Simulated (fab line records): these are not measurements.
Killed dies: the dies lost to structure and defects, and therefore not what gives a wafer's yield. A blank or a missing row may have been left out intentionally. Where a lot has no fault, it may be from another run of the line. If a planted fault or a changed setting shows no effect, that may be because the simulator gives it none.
A lot that was struck, set against a sound lot -- flow sky130 -- 14 steps out of a route of 708
Sound: these wafers, L727.3, L727.4, L727.6. Wafers L737.1, L737.3, L737.6 were the ones struck. The cause is named last.
Each step with rows lists, per side, the tool, then ch with its chambers, then its first start. Under that, the readings that differ: sound wafers -- struck wafers -- difference of the means -- sigmas: that difference in standard deviations of wafers without a fault.
alike: readings with means less than 2 such deviations apart, plus words and numbers identical on both sides. not compared: withheld readings, readings lacking a value on some wafer, bounds such as >300 that could conceal the same value, and numbers that have no deviation in the record and whose values overlap.
Wherever a step has rows on one side only, a row that says differs or no value, or a row with sigmas, the two part there. Numbers that don't overlap but have no deviation are shown without sigmas and don't part them. A reading missing from all wafers of one side parts the sides only when that side holds two or more wafers.

SKY_VIA3_STRIP_16: strips in O2/N2.
  sound on plasma_asher-04 ch 0,1, day 42 15:43; struck on plasma_asher-01 ch 0,1, day 45 05:25
  alike: drypump_motor_current_A, oes_product_au, strip_time_to_endpoint_s
  not compared: rf_hours_counter_h
then, 3 steps without rows for these wafers: SKY_VIA3_STRIP_17 (strips in post etch residue remover, time 1200 s); SKY_VIA3_CLEAN_18 (cleans in IPA, time 180 s); SKY_VIA3_CLEAN_19 (cleans in O3/DIW).
SKY_VIA3_SPUTTER_20: material TiN, target thk 20 nm, time 80 s.
  sound on pvd_sputter-01 at day 42 16:17; struck on pvd_sputter-04 at day 45 06:01
reading,sound,struck,difference,sigmas
throttle_valve_pct (%),31.3 31.4 31.2,29.2 29.3 29.0,-2.1,-2
  alike: cathode_dc_power_W, chamber_pressure_pa
then, 1 step without rows for these wafers: SKY_VIA3_CVD_21 (deposits W, target thk 390 nm, time 117.31 s).
SKY_VIA3_RS_MEAS_22: measures by four-point-probe.
  sound on film_metro-01 at day 42 16:31; struck on film_metro-01 at day 45 06:13
  alike: VIA3_W_RS
SKY_VIA3_THK_MEAS_23: measures by xrf.
  sound on film_metro-01 at day 42 16:37; struck on film_metro-01 at day 45 06:20
  alike: VIA3_W_THK
SKY_VIA3_CMP_24: polishes, stops on SiO2, t overpolish 20 s, target thk 0 nm.
  sound on cmp-02 ch 0,1,3, day 42 16:45; struck on cmp-02 ch 1,3, day 45 06:23
  alike: motor_current_A, overpolish_run_s, time_to_endpoint_s
then, 2 steps without rows for these wafers: SKY_METAL4_SPUTTER_00 (material Ti, target thk 15 nm, time 10 s); SKY_METAL4_SPUTTER_01 (material TiN, target thk 20 nm, time 16.7 s).
SKY_METAL4_SPUTTER_02: material AlCu, target thk 735 nm, time 39.1 s.
  sound on pvd_sputter-04 at day 42 17:00; struck on pvd_sputter-02 at day 45 06:44
  alike: cathode_dc_power_W, chamber_pressure_pa, throttle_valve_pct
SKY_METAL4_SPUTTER_03: material Ti, target thk 5 nm, time 3.3 s.
  sound on pvd_sputter-04 at day 42 17:02; struck on pvd_sputter-02 at day 45 06:46
  no value came back on the struck wafers for cathode_dc_power_W (W), chamber_pressure_pa (Pa), throttle_valve_pct (%); on the sound wafers cathode_dc_power_W (W) reads 2999.7 2999.8 3000.1
SKY_METAL4_SPUTTER_04: material TiN, target thk 70 nm, time 58.3 s.
  sound on pvd_sputter-04 at day 42 17:03; struck on pvd_sputter-02 at day 45 06:47
  alike: cathode_dc_power_W, chamber_pressure_pa, throttle_valve_pct

== WHERE THEY PART ==
Last at SKY_METAL4_SPUTTER_03 as far as this record goes, first at SKY_VIA3_SPUTTER_20. Later steps at which nothing parts them and some readings are alike: SKY_METAL4_SPUTTER_04.

WHY: what the simulator had put in
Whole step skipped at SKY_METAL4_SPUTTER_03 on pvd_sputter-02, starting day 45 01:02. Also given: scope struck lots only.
